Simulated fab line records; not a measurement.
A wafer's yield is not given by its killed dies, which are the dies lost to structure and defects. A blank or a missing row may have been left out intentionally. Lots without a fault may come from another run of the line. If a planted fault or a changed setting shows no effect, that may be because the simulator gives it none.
Chamber matching + flow gf180mcu + cmp-02 running GF_V4_CMP_04: 4 sister chambers
The step polishes SiO2. 4 wafers are shown with their chamber, then 12 later ones without.

WAFERS WITH THEIR CHAMBER
| wafer  | chamber | motor-current-A (A) |
|--------|---------|---------------------|
| L089.6 | 2       | 11.8                |
| L091.1 | 0       | 13.2                |
| L091.2 | 1       | 14.1                |
| L091.6 | 3       | 10.8                |

WAFERS WHOSE CHAMBER IS MISSING
| wafer  | motor-current-A (A) |
|--------|---------------------|
| L092.3 | 11.9                |
| L092.4 | 11.1                |
| L092.6 | 13.3                |
| L093.3 | 10.7                |
| L093.4 | 13.7                |
| L093.5 | 11.2                |
| L096.2 | 14.9                |
| L096.3 | 11.8                |
| L096.5 | 13.7                |
| L097.2 | 12.4                |
| L097.3 | 10.8                |
| L097.5 | 11.0                |

EACH ONE'S CHAMBER
| wafer  | from the rows above     | in truth |
|--------|-------------------------|----------|
| L092.3 | 2                       | 2        |
| L092.4 | can't be placed: 3 or 2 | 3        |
| L092.6 | can't be placed: 0 or 1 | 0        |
| L093.3 | 3                       | 3        |
| L093.4 | can't be placed: 1 or 0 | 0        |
| L093.5 | can't be placed: 3 or 2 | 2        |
| L096.2 | 1                       | 1        |
| L096.3 | 2                       | 2        |
| L096.5 | can't be placed: 1 or 0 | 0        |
| L097.2 | can't be placed: 2 or 0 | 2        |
| L097.3 | 3                       | 3        |
| L097.5 | can't be placed: 3 or 2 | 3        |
Correct placement for 5 of the 12. Not placeable from these rows: 7 (in 7, the candidates include the true chamber). Number placed wrongly: 0.
How it was worked out, from the rows above alone: a wafer's distance from a chamber is the root of the sum, over the readings, of the square of ((its reading less the chamber's mean) divided by the reading's scatter). If the next closest chamber is less than 2 further off than the closest, the wafer can't be placed; otherwise it belongs to the closest. Each chamber's mean is taken over the wafers shown for it. The scatter: root of mean squared gap, hidden wafer to nearest shown wafer, with one shown wafer a chamber.
